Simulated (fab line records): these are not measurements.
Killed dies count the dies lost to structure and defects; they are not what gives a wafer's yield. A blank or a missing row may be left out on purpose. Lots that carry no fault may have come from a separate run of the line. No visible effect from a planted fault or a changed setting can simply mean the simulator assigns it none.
Split-lot experiment + flow sky130 + route with 708 steps; 5 lots, 23 wafers read

## THE SPLIT
At SKY_LDD_HVN_IMPLANT_08, the setting doseCm2 was moved away from the recipe's 3e+13 on 9 of the 23 wafers read, by -7.4% to +7.4%. For the rest of the wafers, this setting stayed at what the recipe calls for.

## FROM THE SPLIT ON TO THE READING: in between, the file shows 1 step
- SKY_LDD_HVN_STRIP_09: strips in O2/N2

## THE READING
LDD_HVN_TW, at SKY_LDD_HVN_TW_MEAS_10. Typical for fault-free wafers on this fab line: 1430, with standard deviation 7.7.

| wafer  | tool, chamber at the split | doseCm2 as run | against the recipe | LDD_HVN_TW | against lot-mates on the recipe |
|--------|----------------------------|----------------|--------------------|------------|---------------------------------|
| L077.1 | implanter-04, 0            | 3.222e+13      | +7.4%              | 1471       | +31                             |
| L077.2 | implanter-04, 0            | 3.222e+13      | +7.4%              | 1468       | +28                             |
| L077.3 | implanter-04, 0            | 3e+13          | recipe             | 1443       | -                               |
| L077.4 | implanter-04, 0            | 3e+13          | recipe             | 1435       | -                               |
| L077.6 | implanter-04, 0            | 3e+13          | recipe             | 1441       | -                               |
| L078.2 | implanter-02, 0            | 3e+13          | recipe             | 1446       | -                               |
| L078.3 | implanter-02, 0            | 3.181e+13      | +6.0%              | 1476       | +33                             |
| L078.4 | implanter-02, 0            | 3e+13          | recipe             | 1440       | -                               |
| L078.5 | implanter-02, 0            | 3e+13          | recipe             | 1443       | -                               |
| L078.6 | implanter-02, 0            | 3.181e+13      | +6.0%              | 1468       | +25                             |
| L080.2 | implanter-04, 0            | 3e+13          | recipe             | 1420       | -                               |
| L080.4 | implanter-04, 0            | 3e+13          | recipe             | 1419       | -                               |
| L080.5 | implanter-04, 0            | 3e+13          | recipe             | 1421       | -                               |
| L083.1 | implanter-02, 0            | 2.778e+13      | -7.4%              | 1396       | -37                             |
| L083.2 | implanter-02, 0            | 3e+13          | recipe             | 1434       | -                               |
| L083.3 | implanter-02, 0            | 3e+13          | recipe             | 1430       | -                               |
| L083.4 | implanter-02, 0            | 2.778e+13      | -7.4%              | 1395       | -38                             |
| L083.5 | implanter-02, 0            | 3e+13          | recipe             | 1434       | -                               |
| L084.1 | implanter-03, 0            | 3.119e+13      | +4.0%              | 1445       | +18                             |
| L084.2 | implanter-03, 0            | 3.119e+13      | +4.0%              | 1449       | +22                             |
| L084.3 | implanter-03, 0            | 3e+13          | recipe             | 1428       | -                               |
| L084.4 | implanter-03, 0            | 3e+13          | recipe             | 1427       | -                               |
| L084.6 | implanter-03, 0            | 3.119e+13      | +4.0%              | 1440       | +12                             |

THE FIT
A straight line over all 23 wafers: LDD_HVN_TW changes by +5.06 for each +1% of doseCm2; r = +0.92; the points scatter about the line by 8.4.
The same after taking each lot's own level away (the mean of its wafers on the recipe; 23 wafers): +4.61 for each +1%; r = +0.99; scatter 3.
According to that fit, moving doseCm2 by its largest amount changes the reading by 34.
The lots' own levels span 1420.0 to 1443.0, that is 3.0 times the standard deviation above.
Hence the lot-to-lot level has little effect on the slope; both slopes agree.
Check: for one of the wafers moved furthest among these (+7.4%), held out of the fit, the line's prediction against its lot-mates is +33.8. Against them it came out at +31.3.

## THE OTHER SPLITS THESE WAFERS WENT THROUGH
Other splits were also applied to these wafers ahead of the reading. Each is held against what the fit with the lots' levels taken away leaves over:
| other split on the same wafers        | wafers away from the commonest value | r with LDD_HVN_TW (lot level and that fit taken away) |
|---------------------------------------|--------------------------------------|-------------------------------------------------------|
| SKY_SONOS_ONO_CVD_04 tempC            | 18                                   | -0.13                                                 |
| SKY_GATE_OXIDE_COAT_05 spinRpm        | 8                                    | +0.08                                                 |
| SKY_GATE_OXIDE_DEVELOP_09 devTempC    | 8                                    | -0.09                                                 |
| SKY_RES_PROTECT_COAT_02 spinRpm       | 11                                   | -0.28                                                 |
| SKY_POLY_GATE_IMPLANT_02 doseCm2      | 8                                    | -0.28                                                 |
| SKY_POLY_GATE_COAT_08 spinRpm         | 6                                    | -0.46                                                 |
| SKY_POLY_GATE_DEVELOP_12 developTimeS | 5                                    | +0.17                                                 |
| SKY_LDD_N_IMPLANT_09 energyKev        | 9                                    | -0.03                                                 |
| SKY_LDD_N_IMPLANT_15 energyKev        | 10                                   | +0.44                                                 |

## THE FILE'S OWN FIT
LDD_HVN_TW changes by +4.6 for each +1% of doseCm2, r = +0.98.
